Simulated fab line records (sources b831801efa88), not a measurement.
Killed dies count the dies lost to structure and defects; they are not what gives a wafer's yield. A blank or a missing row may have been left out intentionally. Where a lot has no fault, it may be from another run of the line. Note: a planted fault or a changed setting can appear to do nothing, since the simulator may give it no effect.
Which of the tools did it? -- flow sky130 -- Sampling: 13 lots, 39 wafers, 4 of 708 route steps

## WHAT THE GAUGES READ, wafer by wafer
SKY_LI_CONTACT_THK_MEAS_23: measures by xrf. Usual: LI_CONTACT_W_THK typically reads 387 nm, with standard deviation 6.6.
lot,measured,on,LI_CONTACT_W_THK (nm),flag
L725,day 28 09:38,filmMetro-04,393 389 382,
L726,day 29 03:32,filmMetro-04,390 390 396,
L727,day 29 17:02,filmMetro-04,387 397 390,
L729,day 30 05:04,filmMetro-04,398 390 397,
L733,day 31 16:14,filmMetro-03,380 381 380,
L734,day 32 17:48,filmMetro-03,397 392 396,
L735,day 33 00:20,filmMetro-01,386 386 387,
L736,day 33 01:20,filmMetro-04,388 385 392,
L741,day 34 09:43,filmMetro-03,386 384 378,
L742,day 34 20:24,filmMetro-04,392 396 401,
L744,day 35 07:20,filmMetro-01,393 392 391,
L745,day 35 13:23,filmMetro-01,400 397 395,
L747,day 36 06:13,filmMetro-01,394 389 394,

SKY_LOCAL_INTERCONNECT_THK_MEAS_02: measures by xrf. Usual: LOCAL_INTERCONNECT_TIN_THK typically reads 99.8 nm, with standard deviation 1.3.
lot,measured,on,LOCAL_INTERCONNECT_TIN_THK (nm),flag
L725,day 28 10:11,filmMetro-03,99.7 98.9 99.4,
L726,day 29 04:05,filmMetro-04,100.5 97.6 101.0,
L727,day 29 17:35,filmMetro-04,99.4 102.9 102.7,
L729,day 30 05:37,filmMetro-02,97.6 100.3 99.0,
L733,day 31 16:46,filmMetro-02,100.6 99.7 101.3,
L734,day 32 18:20,filmMetro-04,100.5 100.5 100.1,
L735,day 33 00:52,filmMetro-02,97.3 97.3 97.5,
L736,day 33 01:53,filmMetro-04,100.0 98.3 99.3,
L741,day 34 10:15,filmMetro-02,101.5 101.4 100.6,
L742,day 34 21:08,filmMetro-04,99.8 100.6 100.1,
L744,day 35 07:53,filmMetro-02,98.6 100.8 100.0,
L745,day 35 13:56,filmMetro-04,101.3 101.8 100.7,
L747,day 36 06:45,filmMetro-02,98.1 98.4 101.8,

## EACH LOT AND THE TOOL THAT RAN IT (in order: tool; ch and the chambers of the sampled wafers; start)
lot,SKY_POLY_CUT_SOFTBAKE_04,SKY_RES_XHIGH_STRIP_08
L725,"lithoTrack-03 ch 0, day 23 04:00","plasmaAsher-02 ch 0,1, day 26 01:35"
L726,"lithoTrack-04 ch 0, day 23 19:00","plasmaAsher-03 ch 0, day 26 18:40"
L727,"lithoTrack-02 ch 0, day 24 10:00","plasmaAsher-04 ch 0,1, day 27 08:16"
L729,"lithoTrack-03 ch 0, day 24 22:00","plasmaAsher-04 ch 0,1, day 27 19:58"
L733,"lithoTrack-04 ch 0, day 26 10:00","plasmaAsher-04 ch 0, day 29 07:04"
L734,"lithoTrack-02 ch 0, day 27 10:00","plasmaAsher-03 ch 0,1, day 30 08:05"
L735,"lithoTrack-02 ch 0, day 27 17:00","plasmaAsher-03 ch 0,1, day 30 14:46"
L736,"lithoTrack-03 ch 0, day 27 18:00","plasmaAsher-04 ch 0,1, day 30 16:10"
L741,"lithoTrack-03 ch 0, day 29 04:00","plasmaAsher-03 ch 0,1, day 32 00:40"
L742,"lithoTrack-04 ch 0, day 29 14:00","plasmaAsher-04 ch 0,1, day 32 11:55"
L744,"lithoTrack-02 ch 0, day 30 01:00","plasmaAsher-04 ch 0,1, day 32 22:40"
L745,"lithoTrack-03 ch 0, day 30 09:00","plasmaAsher-04 ch 0,1, day 33 05:01"
L747,"lithoTrack-04 ch 0, day 30 23:00","plasmaAsher-04 ch 0,1, day 33 21:20"
- SKY_POLY_CUT_SOFTBAKE_04: time 90 s.
- SKY_RES_XHIGH_STRIP_08: strips in O2/N2.

## WHAT THE TOOLS THEMSELVES READ (means of the sampled wafers that have a number; where no wafer has one, the mark that the record gives instead)
SKY_POLY_CUT_SOFTBAKE_04. Usual: heaterPowerTotalW 57.37 W, standard deviation 0.11; runLengthS 119.13 s, standard deviation 0.25.
lot,tool,heaterPowerTotalW (W),runLengthS (s),flag
L725,lithoTrack-03,57.32,119.27,
L726,lithoTrack-04,57.35,118.96,
L727,lithoTrack-02,57.30,119.41,
L729,lithoTrack-03,57.34,119.18,
L733,lithoTrack-04,57.46,118.84,
L734,lithoTrack-02,59.09,111.01,OFF
L735,lithoTrack-02,59.13,111.00,OFF
L736,lithoTrack-03,57.32,119.10,
L741,lithoTrack-03,57.34,119.23,
L742,lithoTrack-04,57.30,118.90,
L744,lithoTrack-02,57.43,119.41,
L745,lithoTrack-03,57.23,119.14,
L747,lithoTrack-04,57.29,118.94,

SKY_RES_XHIGH_STRIP_08. Usual: drypumpMotorCurrentA 5.9 A, standard deviation 0.59; oesProductAu 0.711 a.u., standard deviation 0.0048; stripTimeToEndpointS 14.27 s, standard deviation 0.035.
lot,tool,drypumpMotorCurrentA (A),oesProductAu (a.u.),stripTimeToEndpointS (s),flag
L725,plasmaAsher-02,6.0,0.710,14.29,
L726,plasmaAsher-03,5.8,0.712,14.31,
L727,plasmaAsher-04,6.3,0.705,14.29,
L729,plasmaAsher-04,6.3,0.715,14.26,
L733,plasmaAsher-04,6.8,0.712,14.27,
L734,plasmaAsher-03,5.7,0.709,14.23,
L735,plasmaAsher-03,5.5,0.713,14.33,
L736,plasmaAsher-04,5.8,0.711,14.28,
L741,plasmaAsher-03,5.5,0.708,14.30,
L742,plasmaAsher-04,5.8,0.709,14.25,
L744,plasmaAsher-04,5.8,0.712,14.23,
L745,plasmaAsher-04,5.8,0.714,14.25,
L747,plasmaAsher-04,6.3,0.710,14.24,

## THE ANSWER, worked out from the rows above alone
Rule: lot off if the mean of its wafers having a number is beyond 3 standard deviations from the usual mean. Also off: a lot with no number at a reading for which 4 or more lots have one. Where the step has rows for the other lots, those lots are counted as sound. Order of review: gauges by route order, followed by the tools' own readings, for which a lot's mean as printed above is used. The first step at which some lot is off is used, and at that step the reading that is off furthest; a lot without a number counts as furthest.
Off: L734, L735 (SKY_POLY_CUT_SOFTBAKE_04, runLengthS).
If a tool, at that step or one of the process steps before it, ran each lot that is off and ran no sound lot following the first of them, it fits. No candidate that was tried fits.

## WHAT THE SIMULATOR PUT IN
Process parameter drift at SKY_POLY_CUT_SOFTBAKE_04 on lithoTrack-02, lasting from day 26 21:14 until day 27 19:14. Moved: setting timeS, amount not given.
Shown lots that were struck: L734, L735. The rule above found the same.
